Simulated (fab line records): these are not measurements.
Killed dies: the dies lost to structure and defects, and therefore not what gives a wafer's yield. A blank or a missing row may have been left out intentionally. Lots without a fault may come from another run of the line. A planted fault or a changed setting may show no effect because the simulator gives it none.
Chamber matching + flow gf180mcu + cmp-01 running GF_V1_CMP_04: 4 sister chambers
The step polishes SiO2. 4 wafers are shown with their chamber, then 8 later ones without.

== EACH WAFER AND ITS CHAMBER ==
| wafer  | chamber | motor current A (A) |
|--------|---------|---------------------|
| L848.4 | 1       | 13.3                |
| L856.1 | 2       | 12.7                |
| L856.2 | 3       | 13.2                |
| L857.2 | 0       | 12.4                |

== WAFERS WITH NO CHAMBER GIVEN ==
| wafer  | motor current A (A) |
|--------|---------------------|
| L857.3 | 12.1                |
| L857.5 | 13.8                |
| L858.2 | 13.1                |
| L858.5 | 12.7                |
| L858.6 | 12.9                |
| L862.2 | 12.6                |
| L862.3 | 12.6                |
| L862.4 | 13.5                |

== THE CHAMBER EACH PASSED THROUGH ==
| wafer  | from the rows above               | in truth |
|--------|-----------------------------------|----------|
| L857.3 | can't be placed: 0 or 2           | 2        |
| L857.5 | can't be placed: 1 or 3           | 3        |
| L858.2 | can't be placed: 3 or 1 or 2      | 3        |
| L858.5 | can't be placed: 2 or 0           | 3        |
| L858.6 | can't be placed: 2 or 3 or 1 or 0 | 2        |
| L862.2 | can't be placed: 2 or 0           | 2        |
| L862.3 | can't be placed: 2 or 0           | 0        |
| L862.4 | can't be placed: 1 or 3           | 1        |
0 of 8 placed correctly. Unplaceable from these rows: 8, with the true chamber sitting among the candidates in 7. Wrongly placed: 0.
How it was worked out, from the rows above alone: a wafer's distance from a chamber is the root of the sum, over the readings, of the square of ((its reading less the chamber's mean) divided by the reading's scatter). The wafer belongs to the nearest chamber; if the next one is less than 2 further off, it can't be placed. Each chamber's mean is taken over the wafers shown for it. The scatter (one wafer shown for each chamber): square how far every hidden wafer sits from the nearest shown wafer, average those squares and take the square root.
